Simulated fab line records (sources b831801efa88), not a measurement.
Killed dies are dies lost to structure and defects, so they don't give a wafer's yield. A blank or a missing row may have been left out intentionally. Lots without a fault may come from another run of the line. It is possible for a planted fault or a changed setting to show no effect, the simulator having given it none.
Comparing a struck lot with a sound one | flow gf180mcu | 14 steps out of a route of 602
Sound: wafers L888.1, L888.3, L888.6. The struck wafers were L896.1, L896.4, L896.5. At the end, the cause is stated.
At each step with rows: each side's tool, then ch and its chambers, then its first start. Under that, the readings that differ: sound wafers | struck wafers | difference of the means | sigmas: that difference in standard deviations of wafers without a fault.
alike: readings with means less than 2 such deviations apart, plus words and numbers identical on both sides. not compared: withheld readings, readings lacking a value on some wafer, bounds such as >300 that could conceal the same value, and numbers that have no deviation in the record and whose values overlap.
A row with sigmas, a row that says differs or no value, or rows on one side alone: a step with any of these is where the two part. Non-overlapping numbers with no deviation appear without sigmas and do not part them. A reading missing from all wafers of one side parts the sides only when that side holds two or more wafers.

GF_POLY_GATE_ETCH_13: etches poly-Si in HBr/Cl2, stops on SiO2, target depth 198.5 nm, time 69.6 s.
  sound on rie si-01 ch 0,2,3, day 10 21:14; struck on rie si-01 ch 0,1,3, day 13 12:55
  alike: drypump motor current A, oes product au, throttle valve pct
  not compared: rf hours counter h
GF_POLY_GATE_STRIP_14: strips in O2/N2.
  sound on plasma asher-04 ch 0,1, day 10 21:17; struck on plasma asher-01 ch 0,1, day 13 12:58
  alike: drypump motor current A, heater power w, oes product au
  not compared: rf hours counter h
then, 2 steps without rows for these wafers: GF_POLY_GATE_CLEAN_15 (cleans in SC1/SC2, time 150 s); GF_POLY_GATE_OXIDATION_16 (stabilise 600 s, purge 300 s, target thk 4 nm).
GF_POLY_GATE_THK_MEAS_17:
  sound: film metro-02 at day 10 23:23; struck: film metro-01 at day 13 14:44
  alike: POLY_GATE_OXIDATION_THK
GF_POLY_GATE_CD_MEAS_18:
  sound: cd sem-02 at day 10 23:27; struck: cd sem-02 at day 13 14:47
  reading    | sound             | struck            | difference | sigmas
  cd nm (nm) | 278.2 277.8 282.1 | 282.7 283.7 285.2 | +4.5       | +2
then, 6 steps without rows for these wafers: GF_HV_LDD_DEHYDRATE_00 (time 60 s); GF_HV_LDD_HMDS_01 (prime time 60 s); GF_HV_LDD_COAT_02 (resist thk 1000 nm); GF_HV_LDD_SOFTBAKE_03 (time 60 s); GF_HV_LDD_EXPOSE_04 (exposes mask Nplus LV AREA, target cd 400 nm); GF_HV_LDD_PEB_05.
GF_HV_LDD_DEVELOP_06: develop time 60 s.
  struck on litho track-04, day 14 10:51; sound on litho track-01 ch 0, day 11 17:58
  no value came back on the struck wafers for chill plate temp C (C), develop time s (s); on the sound wafers chill plate temp C (C) reads 22.94 23.15 22.94
GF_HV_LDD_CD_MEAS_07 targets a cd of 400 nm.
  sound: cd sem-01 at day 11 18:07; struck: cd sem-02 at day 14 11:00
  reading    | sound             | struck | difference                    | sigmas
  cd nm (nm) | 398.6 397.9 398.0 | - - -  | no value on the struck wafers |

WHERE THEY PART
Earliest at GF_POLY_GATE_CD_MEAS_18; latest, in this record, at GF_HV_LDD_CD_MEAS_07.

WHY: whatever the simulator had introduced
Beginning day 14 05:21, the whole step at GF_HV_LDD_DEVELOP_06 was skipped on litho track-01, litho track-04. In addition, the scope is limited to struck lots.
